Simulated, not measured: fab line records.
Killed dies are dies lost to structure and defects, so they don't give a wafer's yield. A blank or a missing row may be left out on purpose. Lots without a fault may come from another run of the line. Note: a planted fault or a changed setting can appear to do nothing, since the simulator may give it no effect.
Which of the tools did it?	flow sky130	7 lots with 21 wafers sampled at 3 steps, on a route of 708 steps

WHAT THE GAUGES SHOWED, per wafer
SKY_LOCAL_INTERCONNECT_THK_MEAS_02: measures by xrf.
lot	measured	on	LOCAL_INTERCONNECT_TIN_THK (nm)
L528	day 30 04:35	filmMetro-01	96.7 96.6 96.3
L530	day 31 13:18	filmMetro-01	98.2 98.3 97.3
L543	day 34 20:38	filmMetro-04	99.2 99.3 98.7
L545	day 35 21:05	filmMetro-02	98.0 98.6 98.9
L547	day 36 06:34	filmMetro-01	96.4 95.5 95.3

TOOL THAT RAN EACH LOT (tool first, then ch and the chambers of the sampled wafers, then the start)
lot	SKY_POLY_GATE_OXIDATION_20	SKY_LDD_LDN_STRIP_12
L528	furnace-02 ch 0, day 17 10:44	plasmaAsher-04 ch 0,1, day 24 00:20
L530	furnace-01 ch 0, day 18 23:38	plasmaAsher-02 ch 0,1, day 25 11:18
L537	furnace-02, day 21 00:13	plasmaAsher-03 ch 0,1, day 27 08:28
L539	furnace-02, day 21 13:41	plasmaAsher-02 ch 0,1, day 27 21:20
L543	furnace-01 ch 0, day 22 18:02	plasmaAsher-02 ch 0,1, day 28 23:05
L545	furnace-02 ch 0, day 23 21:17	plasmaAsher-03 ch 0,1, day 30 00:50
L547	furnace-01 ch 0, day 24 06:18	plasmaAsher-03 ch 0,1, day 30 07:35
- SKY_POLY_GATE_OXIDATION_20: stabilise 600 s, purge 300 s, target thk 4 nm.
- SKY_LDD_LDN_STRIP_12: strips in O2/N2.

THE ANSWER, worked out from the rows above alone
Rule: usual is defined by the lots themselves. Put in order of their means at a reading, lots are off if they are a third of the lots or fewer, leave a main group of 4 or more, and stand apart from it by a gap of 3 or more times the standard deviation of the main group's means; of several such gaps the widest counts. The tables above print the reading to a certain number of digits; a main group whose means all agree to those digits is not used. Also off: a lot with no number at a reading for which 4 or more lots have one. Any other lot the step has rows for is counted as sound.
No lot is off on any of the readings shown, so nothing can be concluded from this.

WHAT WAS PUT IN BY THE SIMULATOR
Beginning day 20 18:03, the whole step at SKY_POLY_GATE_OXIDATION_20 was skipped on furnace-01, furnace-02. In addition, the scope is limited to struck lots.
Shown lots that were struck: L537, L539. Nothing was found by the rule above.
